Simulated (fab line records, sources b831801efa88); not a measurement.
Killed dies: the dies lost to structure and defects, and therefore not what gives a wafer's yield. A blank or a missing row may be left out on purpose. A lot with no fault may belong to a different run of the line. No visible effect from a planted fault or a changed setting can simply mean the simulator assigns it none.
2 desks looking at one fault :: flow gf180mcu :: each desk holds nothing but its own numbers, with what lay behind them at the end

== AT THE METROLOGY DESK ==
What the gauges read, lot by lot, whatever tool the lot ran on: means of the sampled wafers that have a number. Marked OUT: a lot whose mean sits more than 4 standard deviations from the usual mean, which makes it out of limits; the brackets give that distance.
Columns: A = M3_OVL at GF_M3_OVL_MEAS_15, usual 3 nm; B = V3_BOW at GF_V3_BOW_MEAS_05, usual 115 um
lot: L572
first seen here: day 21 04:55
A: 0
B: 110

lot: L575
first seen here: day 22 02:50
A: 0
B: 124

lot: L577
first seen here: day 22 23:32
A: 5
B: 107

lot: L578
first seen here: day 23 11:20
A: 0
B: 113

lot: L579
first seen here: day 24 02:11
A: 6
B: 120

lot: L580
first seen here: day 24 03:07
A: 3
B: 117

lot: L581
first seen here: day 24 17:41
A: 5
B: 109

lot: L582
first seen here: day 24 23:50
A: 8
B: 118

lot: L583
first seen here: day 25 08:10
A: 4
B: 110

lot: L585
first seen here: day 25 18:16
A: -1
B: 130

lot: L587
first seen here: day 26 10:58
A: 4
B: 113

lot: L589
first seen here: day 27 01:33
A: -8
B: 112

lot: L591
first seen here: day 27 18:44
A: 1
B: 120

lot: L593
first seen here: day 28 12:28
A: -2
B: 109
Finding of this desk: none of the 14 lots has anything out of limits.

== DESK OF THE TOOL OWNER: pecvd-01 ==
The tool's own readings at GF_V3_CVD_02 (deposits SiO2 from TEOS, target thk 850 nm, time 94.851 s): means of the sampled wafers that have a number, for each lot that ran on this tool. Marked OUT: a lot whose mean sits more than 4 standard deviations from the usual mean, which makes it out of limits; the brackets give that distance.
Columns: A = heaterPowerW at GF_V3_CVD_02, usual 641 W; B = rfFwdPowerW at GF_V3_CVD_02, usual 596.4 W
lot: L580
first seen here: day 24 04:04
A: 585
B: 597.0

lot: L582
first seen here: day 25 00:41
A: 581
B: 595.9

lot: L585
first seen here: day 25 19:05
A: 597
B: 596.6

lot: L587
first seen here: day 26 11:47
A: 591
B: 595.2

lot: L589
first seen here: day 27 02:24
A: 559
B: 567.0 (-14) OUT

lot: L591
first seen here: day 27 19:33
A: 532
B: 563.8 (-16) OUT
Finding of this desk: L589, L591 out of limits; the first was L589 at day 27 02:24, on rfFwdPowerW at GF_V3_CVD_02. L580, L582, L585, L587 stayed within limits.

== BROUGHT TOGETHER ==
On L589, L591, at day 27 02:24, an alarm was possible from the tool owner's desk.
The metrology desk saw nothing out of limits.
The metrology desk holds a record of L589, L591, inside its limits.
On pecvd-01, each named lot ran GF_V3_CVD_02.

== WHAT HAD BEEN PUT IN BY THE SIMULATOR ==
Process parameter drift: pecvd-01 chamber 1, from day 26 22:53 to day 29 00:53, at GF_V3_CVD_02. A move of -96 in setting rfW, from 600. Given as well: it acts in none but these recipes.
Struck lots among those shown: L589, L591.
Time in hours from fault onset to the first out-of-limits reading at each desk: the tool owner's desk, 4.
